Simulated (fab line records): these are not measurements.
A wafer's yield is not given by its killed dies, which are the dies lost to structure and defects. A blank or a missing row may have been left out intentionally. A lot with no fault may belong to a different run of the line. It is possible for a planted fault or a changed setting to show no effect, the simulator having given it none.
Chamber matching :: flow gf180mcu :: 4 sister chambers for GF_V3_ETCH_16 on rie diel-04
The step etches BARC in N2/H2. 8 wafers are shown with their chamber, then 9 later ones without.

WAFERS PAIRED WITH THEIR CHAMBERS
wafer: L080.5
chamber: 2
oes product au (a.u.): 0.852
throttle valve pct (%): 13.226

wafer: L088.6
chamber: 0
oes product au (a.u.): 0.854
throttle valve pct (%): 13.226

wafer: L089.1
chamber: 1
oes product au (a.u.): 0.853
throttle valve pct (%): 13.216

wafer: L089.4
chamber: 1
oes product au (a.u.): 0.854
throttle valve pct (%): 13.210

wafer: L089.6
chamber: 3
oes product au (a.u.): 0.858
throttle valve pct (%): 13.210

wafer: L093.3
chamber: 3
oes product au (a.u.): 0.860
throttle valve pct (%): 13.241

wafer: L093.4
chamber: 0
oes product au (a.u.): 0.853
throttle valve pct (%): 13.231

wafer: L093.5
chamber: 2
oes product au (a.u.): 0.851
throttle valve pct (%): 13.217

WAFERS MISSING THEIR CHAMBER
wafer: L095.1
oes product au (a.u.): 0.847
throttle valve pct (%): 13.221

wafer: L095.3
oes product au (a.u.): 0.859
throttle valve pct (%): 13.212

wafer: L095.6
oes product au (a.u.): 0.855
throttle valve pct (%): 13.210

wafer: L097.1
oes product au (a.u.): 0.851
throttle valve pct (%): 13.218

wafer: L097.2
oes product au (a.u.): 0.857
throttle valve pct (%): 13.222

wafer: L097.3
oes product au (a.u.): 0.853
throttle valve pct (%): 13.223

wafer: L097.4
oes product au (a.u.): 0.850
throttle valve pct (%): 13.232

wafer: L097.5
oes product au (a.u.): 0.852
throttle valve pct (%): 13.216

wafer: L097.6
oes product au (a.u.): 0.847
throttle valve pct (%): 13.209

THE CHAMBER EACH PASSED THROUGH
wafer: L095.1
from the rows above: 2
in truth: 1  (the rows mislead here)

wafer: L095.3
from the rows above: 3
in truth: 3

wafer: L095.6
from the rows above: can't be placed: 1 or 0
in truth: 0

wafer: L097.1
from the rows above: 2
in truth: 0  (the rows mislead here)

wafer: L097.2
from the rows above: can't be placed: 3 or 0 or 1
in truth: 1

wafer: L097.3
from the rows above: can't be placed: 0 or 1 or 2
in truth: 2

wafer: L097.4
from the rows above: can't be placed: 2 or 0
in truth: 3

wafer: L097.5
from the rows above: can't be placed: 2 or 1 or 0
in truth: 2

wafer: L097.6
from the rows above: 2
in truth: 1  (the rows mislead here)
Correct placement for 1 of the 9. Unplaceable from these rows: 5, with the true chamber sitting among the candidates in 4. 3 placed wrongly.
How it was worked out, from the rows above alone: a wafer's distance from a chamber is the root of the sum, over the readings, of the square of ((its reading less the chamber's mean) divided by the reading's scatter). If the next closest chamber is less than 2 further off than the closest, the wafer can't be placed; otherwise it belongs to the closest. A chamber's mean is the mean of its shown wafers. The scatter: take each reading less its chamber's mean, square it, sum over the shown wafers, divide by the number of wafers less the number of chambers, and take the root.
